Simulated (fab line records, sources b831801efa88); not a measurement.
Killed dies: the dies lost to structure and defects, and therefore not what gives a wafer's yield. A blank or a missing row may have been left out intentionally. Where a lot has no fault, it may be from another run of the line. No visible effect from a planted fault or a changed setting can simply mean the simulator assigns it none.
Chamber matching :: flow sky130 :: 4 sister chambers for SKY_VIA1_CMP_02 on cmp-02
The step polishes SiO2. 4 wafers are shown with their chamber, then 9 later ones without.

EACH WAFER AND ITS CHAMBER
wafer: L087.2
chamber: 1
motorCurrentA (A): 12.0

wafer: L087.3
chamber: 2
motorCurrentA (A): 10.6

wafer: L089.4
chamber: 3
motorCurrentA (A): 10.6

wafer: L089.6
chamber: 0
motorCurrentA (A): 12.6

WAFERS WITH NO CHAMBER GIVEN
wafer: L094.4
motorCurrentA (A): 10.4

wafer: L094.5
motorCurrentA (A): 11.5

wafer: L094.6
motorCurrentA (A): 12.4

wafer: L097.1
motorCurrentA (A): 13.0

wafer: L097.3
motorCurrentA (A): 10.5

wafer: L097.6
motorCurrentA (A): 13.7

wafer: L096.4
motorCurrentA (A): 10.4

wafer: L096.5
motorCurrentA (A): 10.1

wafer: L096.6
motorCurrentA (A): 11.2

CHAMBER TAKEN BY EACH
wafer: L094.4
from the rows above: can't be placed: 2 or 3
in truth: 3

wafer: L094.5
from the rows above: can't be placed: 1 or 2 or 3 or 0
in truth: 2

wafer: L094.6
from the rows above: can't be placed: 0 or 1
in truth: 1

wafer: L097.1
from the rows above: can't be placed: 0 or 1
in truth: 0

wafer: L097.3
from the rows above: can't be placed: 2 or 3
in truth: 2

wafer: L097.6
from the rows above: can't be placed: 0 or 1
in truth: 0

wafer: L096.4
from the rows above: can't be placed: 2 or 3
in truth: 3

wafer: L096.5
from the rows above: can't be placed: 2 or 3
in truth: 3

wafer: L096.6
from the rows above: can't be placed: 2 or 3 or 1 or 0
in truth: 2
Correct placement for 0 of the 9. From these rows, 9 cannot be placed; in 9 the true chamber is one of the candidates. Wrongly placed: 0.
How it was worked out, from the rows above alone: a wafer's distance from a chamber is the root of the sum, over the readings, of the square of ((its reading less the chamber's mean) divided by the reading's scatter). If the next closest chamber is less than 2 further off than the closest, the wafer can't be placed; otherwise it belongs to the closest. Each chamber's mean is taken over the wafers shown for it. The scatter: root of mean squared gap, hidden wafer to nearest shown wafer, with one shown wafer a chamber.
